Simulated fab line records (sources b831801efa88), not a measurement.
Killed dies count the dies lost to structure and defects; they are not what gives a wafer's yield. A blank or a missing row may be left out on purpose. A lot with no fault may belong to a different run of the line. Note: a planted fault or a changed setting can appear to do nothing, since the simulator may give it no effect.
fab line records | flow gf180mcu | part 2 of 2: steps 30 to 39 of 39
record lots=5 | wafers=15 | last-day=34
route steps=602 shown M5@537 V5@540 TOP_METAL@567
lots that met no fault: from a run of the same line without faults
start-h: start of the lot's first displayed wafer, in hours after the record's first day | wait-h: hours from the lot's prior step to this one | " identical to the entry in the row above | L1.1+2: a single row standing in for several wafers | - no value, or no start was given | * or withheld: withheld | < > ~ a bound
route shown NAME@n: NAME is a module with steps in the file, n the number in the route of the first one | usual: average and standard deviation across the fault-free wafers | same: alike in all rows | chamber/n: place in a boat | sites: per-site readings | _std_site: the values' standard deviation | _edge_site: the outer-site mean with the inner-site mean subtracted | radius-mm: how far each site lies from the wafer's centre | mask NAME#n: copy n | behind: the tool/chamber that last shaped the wafer | hold: cause of the lot's hold/its duration in hours/its outcome | device: transistor that didn't switch, given as n, p or np | end of line: tests of these same wafers at the route's end | for a step that has no rows: nothing shown but its recipe | killed: dies lost to structure and defects at the first sort, not the wafer's yield | map: shows each die of a wafer: x if killed, . if not, _ if none is there
set.NAME: the setting as run; set.NAME@STEP: as run at that earlier step | model.NAME: the simulator's own value behind a step, which no gauge read
lots at selected steps of the route; one table per step, one row per wafer
services: from which hour (start-h, from the record's first day; less than 0 if before it) a tool's chamber was out of use, for how many hours, and why
## steps
# step GF_V5_CMP_26
# recipe stop-on=SiO2 | down-force-psi=3.5 | platen-rpm=60 | t-overpolish-s=15 | target-thk-nm=0 | pad-velocity-m-s=0.94248
# usual motor-current-A=10.7/0.89 | overpolish-run-s=15.000/0.0095 | time-to-endpoint-s=86/4.7
lot.wafer | tool   | chamber | start-h | wait-h | motor-current-A | overpolish-run-s | time-to-endpoint-s
L083.2    | cmp-01 | 0       | 697.66  | 0.2    | 9.8             | 15.010           | 92
L083.5    | "      | 1       | "       | "      | 11.7            | 15.009           | 85
L083.6    | "      | 2       | "       | "      | 9.8             | 15.007           | 92
L087.4    | cmp-02 | 1       | 725.58  | 0.3    | 9.9             | 14.977           | 82
L087.3    | "      | 3       | "       | "      | 11.0            | 14.989           | 82
L087.5    | "      | 2       | "       | "      | 10.2            | 14.991           | 80
L093.3    | cmp-01 | 3       | 765.74  | 0.0    | 13.1            | 14.991           | 82
L093.2    | "      | 0       | "       | "      | 10.0            | 14.988           | 91
L093.4    | "      | 1       | "       | "      | 10.5            | 15.004           | 84
L096.4    | cmp-01 | 3       | 775.15  | 0.2    | 12.7            | 14.989           | 81
L096.5    | "      | 0       | "       | "      | 9.8             | 15.008           | 91
L096.6    | "      | 1       | "       | "      | 11.6            | 14.992           | 84
L097.1    | cmp-02 | 3       | 784.27  | 0.2    | 10.8            | 15.009           | 85
L097.6    | "      | 0       | "       | "      | 10.0            | 14.998           | 78
L097.5    | "      | 1       | "       | "      | 10.7            | 14.987           | 83
# step GF_TOP_METAL_SPUTTER_00
# recipe material=Ti | target-thk-nm=37.5 | arriving-ion-energy-ev=80 | substrate-temp-c=200 | chamber-pressure-pa=2 | power-w=4000 | time-s=150
# usual throttle-valve-pct=30.1/1.3
lot.wafer | tool           | chamber | start-h | wait-h | throttle-valve-pct
L083.2    | pvd-sputter-02 | -       | 697.81  | 0.1    | 29.2
L083.5    | "              | -       | "       | "      | 29.3
L083.6    | "              | -       | "       | "      | 31.8
L087.3    | pvd-sputter-01 | -       | 725.88  | 0.1    | 31.4
L087.4    | "              | -       | "       | "      | 30.1
L087.5    | "              | -       | "       | "      | 28.6
L093.2    | pvd-sputter-04 | -       | 766.04  | 0.2    | 30.6
L093.3    | "              | -       | "       | "      | 31.8
L093.4    | "              | -       | "       | "      | 29.9
L096.4    | pvd-sputter-02 | -       | 775.30  | 0.1    | 29.3
L096.5    | "              | -       | "       | "      | 31.7
L096.6    | "              | -       | "       | "      | 29.4
L097.1    | pvd-sputter-01 | -       | 784.42  | 0.1    | 28.8
L097.5    | "              | -       | "       | "      | 31.3
L097.6    | "              | -       | "       | "      | 29.1
# step GF_TOP_METAL_SPUTTER_01
# recipe material=TiN | target-thk-nm=30 | power-w=6500 | time-s=25 | chamber-pressure-pa=0.4
# usual throttle-valve-pct=30.1/1.3
lot.wafer | tool           | chamber | start-h | wait-h | throttle-valve-pct
L083.2    | pvd-sputter-02 | -       | 697.91  | 0.1    | 29.1
L083.5    | "              | -       | "       | "      | 29.3
L083.6    | "              | -       | "       | "      | 31.6
L087.3    | pvd-sputter-01 | -       | 725.98  | 0.1    | 31.0
L087.4    | "              | -       | "       | "      | 30.3
L087.5    | "              | -       | "       | "      | 28.6
L093.2    | pvd-sputter-04 | -       | 766.14  | 0.1    | 30.6
L093.3    | "              | -       | "       | "      | 31.5
L093.4    | "              | -       | "       | "      | 30.0
L096.4    | pvd-sputter-02 | -       | 775.40  | 0.1    | 29.3
L096.5    | "              | -       | "       | "      | 31.7
L096.6    | "              | -       | "       | "      | 29.2
L097.1    | pvd-sputter-01 | -       | 784.52  | 0.1    | 29.0
L097.5    | "              | -       | "       | "      | 31.0
L097.6    | "              | -       | "       | "      | 28.9
# step GF_TOP_METAL_SPUTTER_02
# recipe material=AlCu | target-thk-nm=900 | power-w=10600 | chamber-pressure-pa=0.3 | substrate-temp-c=250 | gas=Ar | time-s=47.82
# usual throttle-valve-pct=30.1/1.3
lot.wafer | tool           | chamber | start-h | wait-h | throttle-valve-pct
L083.2    | pvd-sputter-02 | -       | 697.94  | 0.0    | 29.2
L083.5    | "              | -       | "       | "      | 29.5
L083.6    | "              | -       | "       | "      | 31.9
L087.3    | pvd-sputter-01 | -       | 726.01  | 0.0    | 31.3
L087.4    | "              | -       | "       | "      | 30.3
L087.5    | "              | -       | "       | "      | 28.5
L093.2    | pvd-sputter-04 | -       | 766.17  | 0.0    | 30.5
L093.3    | "              | -       | "       | "      | 31.7
L093.4    | "              | -       | "       | "      | 29.8
L096.4    | pvd-sputter-02 | -       | 775.43  | 0.0    | 29.3
L096.5    | "              | -       | "       | "      | 31.4
L096.6    | "              | -       | "       | "      | 29.6
L097.1    | pvd-sputter-01 | -       | 784.56  | 0.0    | 28.8
L097.5    | "              | -       | "       | "      | 31.3
L097.6    | "              | -       | "       | "      | 29.0
# step GF_TOP_METAL_SPUTTER_03
# recipe material=Ti | target-thk-nm=5 | substrate-temp-c=300 | chamber-pressure-pa=0.3 | power-w=3000 | time-s=3.3
# usual throttle-valve-pct=30.1/1.3
lot.wafer | tool           | chamber | start-h | wait-h | throttle-valve-pct
L083.2    | pvd-sputter-02 | -       | 697.98  | 0.0    | 29.1
L083.5    | "              | -       | "       | "      | 29.5
L083.6    | "              | -       | "       | "      | 32.0
L087.3    | pvd-sputter-01 | -       | 726.06  | 0.0    | 31.2
L087.4    | "              | -       | "       | "      | 30.1
L087.5    | "              | -       | "       | "      | 28.7
L093.2    | pvd-sputter-04 | -       | 766.22  | 0.0    | 30.6
L093.3    | "              | -       | "       | "      | 31.7
L093.4    | "              | -       | "       | "      | 29.7
L096.4    | pvd-sputter-02 | -       | 775.47  | 0.0    | 29.5
L096.5    | "              | -       | "       | "      | 31.5
L096.6    | "              | -       | "       | "      | 29.0
L097.1    | pvd-sputter-01 | -       | 784.60  | 0.0    | 28.8
L097.5    | "              | -       | "       | "      | 31.1
L097.6    | "              | -       | "       | "      | 28.7
# step GF_TOP_METAL_SPUTTER_04
# recipe material=TiN | target-thk-nm=25 | power-w=6500 | time-s=20.8 | chamber-pressure-pa=0.4
# usual throttle-valve-pct=30.1/1.3
lot.wafer | tool           | chamber | start-h | wait-h | throttle-valve-pct
L083.2    | pvd-sputter-02 | -       | 698.00  | 0.0    | 29.4
L083.5    | "              | -       | "       | "      | 29.2
L083.6    | "              | -       | "       | "      | 32.0
L087.3    | pvd-sputter-01 | -       | 726.08  | 0.0    | 31.1
L087.4    | "              | -       | "       | "      | 30.0
L087.5    | "              | -       | "       | "      | 28.6
L093.2    | pvd-sputter-04 | -       | 766.24  | 0.0    | 30.4
L093.3    | "              | -       | "       | "      | 31.4
L093.4    | "              | -       | "       | "      | 30.2
L096.4    | pvd-sputter-02 | -       | 775.49  | 0.0    | 29.2
L096.5    | "              | -       | "       | "      | 31.6
L096.6    | "              | -       | "       | "      | 29.2
L097.1    | pvd-sputter-01 | -       | 784.62  | 0.0    | 28.9
L097.5    | "              | -       | "       | "      | 31.3
L097.6    | "              | -       | "       | "      | 28.8
# step GF_TOP_METAL_RS_MEAS_05
# recipe thk-meas-gauge=four-point-probe | reads=TiN_of_TOP_METAL_SPUTTER_04+Ti_of_TOP_METAL_SPUTTER_03+AlCu_of_TOP_METAL_SPUTTER_02+TiN_of_TOP_METAL_SPUTTER_01+Ti_of_TOP_METAL_SPUTTER_00
# usual TOP_METAL_ALCU_RS=0.0325/0.00035
lot.wafer | tool          | chamber | start-h | wait-h | TOP_METAL_ALCU_RS[ohm/sq]
L083.2    | film-metro-02 | -       | 698.05  | 0.0    | 0.0327
L083.5    | "             | -       | "       | "      | 0.0325
L083.6    | "             | -       | "       | "      | 0.0326
L087.3    | film-metro-02 | -       | 726.14  | 0.1    | 0.0324
L087.4    | "             | -       | "       | "      | 0.0324
L087.5    | "             | -       | "       | "      | 0.0331
L093.2    | film-metro-02 | -       | 766.28  | 0.0    | 0.0328
L093.3    | "             | -       | "       | "      | 0.0326
L093.4    | "             | -       | "       | "      | 0.0327
L096.4    | film-metro-02 | -       | 775.58  | 0.1    | 0.0322
L096.5    | "             | -       | "       | "      | 0.0325
L096.6    | "             | -       | "       | "      | 0.0324
L097.1    | film-metro-03 | -       | 784.65  | 0.0    | 0.0328
L097.5    | "             | -       | "       | "      | 0.0329
L097.6    | "             | -       | "       | "      | 0.0329
# step GF_TOP_METAL_THK_MEAS_06
# recipe thk-meas-gauge=xrf | reads=AlCu_of_TOP_METAL_SPUTTER_02
# usual TOP_METAL_ALCU_THK=925/12
lot.wafer | tool          | chamber | start-h | wait-h | TOP_METAL_ALCU_THK[nm]
L083.2    | film-metro-02 | -       | 698.16  | 0.1    | 914
L083.5    | "             | -       | "       | "      | 918
L083.6    | "             | -       | "       | "      | 918
L087.3    | film-metro-02 | -       | 726.24  | 0.1    | 927
L087.4    | "             | -       | "       | "      | 928
L087.5    | "             | -       | "       | "      | 907
L093.2    | film-metro-02 | -       | 766.39  | 0.1    | 914
L093.3    | "             | -       | "       | "      | 919
L093.4    | "             | -       | "       | "      | 922
L096.4    | film-metro-02 | -       | 775.67  | 0.1    | 927
L096.5    | "             | -       | "       | "      | 917
L096.6    | "             | -       | "       | "      | 922
L097.1    | film-metro-03 | -       | 784.77  | 0.1    | 913
L097.5    | "             | -       | "       | "      | 912
L097.6    | "             | -       | "       | "      | 909
# step GF_TOP_METAL_DEHYDRATE_07
# recipe temp-c=200 | time-s=60
lot.wafer  | tool           | chamber | start-h | wait-h
L083.2+5+6 | litho-track-01 | 0       | 706.73  | 8.6
L087.3+4+5 | litho-track-02 | 0       | 734.39  | 8.1
L093.2+3+4 | litho-track-02 | 0       | 773.32  | 6.9
L096.4+5+6 | litho-track-02 | 0       | 782.97  | 7.3
L097.1+5+6 | litho-track-01 | 0       | 791.50  | 6.7
# step GF_TOP_METAL_HMDS_08
# recipe prime-time-s=60 | prime-temp-c=120
lot.wafer  | tool           | chamber | start-h | wait-h
L083.2+5+6 | litho-track-01 | 0       | 706.88  | 0.1
L087.3+4+5 | litho-track-02 | 0       | 734.54  | 0.1
L093.2+3+4 | litho-track-02 | 0       | 773.47  | 0.1
L096.4+5+6 | litho-track-02 | 0       | 783.12  | 0.1
L097.1+5+6 | litho-track-01 | 0       | 791.65  | 0.1
## services
tool           | chamber | start-h | hours | kind
pvd-sputter-04 | -       | 668.39  | 1.3   | repair
rie-diel-03    | 2       | 671.09  | 9.9   | repair
pecvd-02       | 0       | 675.91  | 6.5   | repair
krf-scanner-01 | -       | 678.11  | 0.8   | pm
rie-diel-04    | -       | 679.99  | 1.2   | repair
krf-scanner-01 | -       | 680.01  | 1.3   | pm
krf-scanner-01 | -       | 681.87  | 5.9   | repair
pecvd-02       | -       | 682.50  | 3.2   | repair
cmp-01         | -       | 689.34  | 0.2   | repair
cmp-02         | -       | 689.99  | 2.1   | repair
wet-bench-01   | -       | 711.03  | 0.9   | repair
rie-diel-03    | 3       | 716.54  | 4.2   | repair
pvd-sputter-02 | -       | 721.80  | 1.8   | repair
cmp-01         | -       | 722.05  | 5.1   | repair
cvd-w-01       | 0       | 723.34  | 15.4  | repair
cmp-01         | -       | 743.78  | 2.9   | repair
cvd-w-01       | 1       | 746.05  | 20.6  | repair
cmp-01         | -       | 746.73  | 4.0   | pm
pvd-sputter-04 | -       | 756.11  | 6.9   | repair
krf-scanner-01 | -       | 765.03  | 0.6   | repair
cvd-w-01       | -       | 773.85  | 3.8   | pm
cvd-w-01       | -       | 781.19  | 0.7   | repair
krf-scanner-01 | -       | 785.13  | 1.0   | pm
cmp-01         | -       | 785.78  | 8.5   | pm
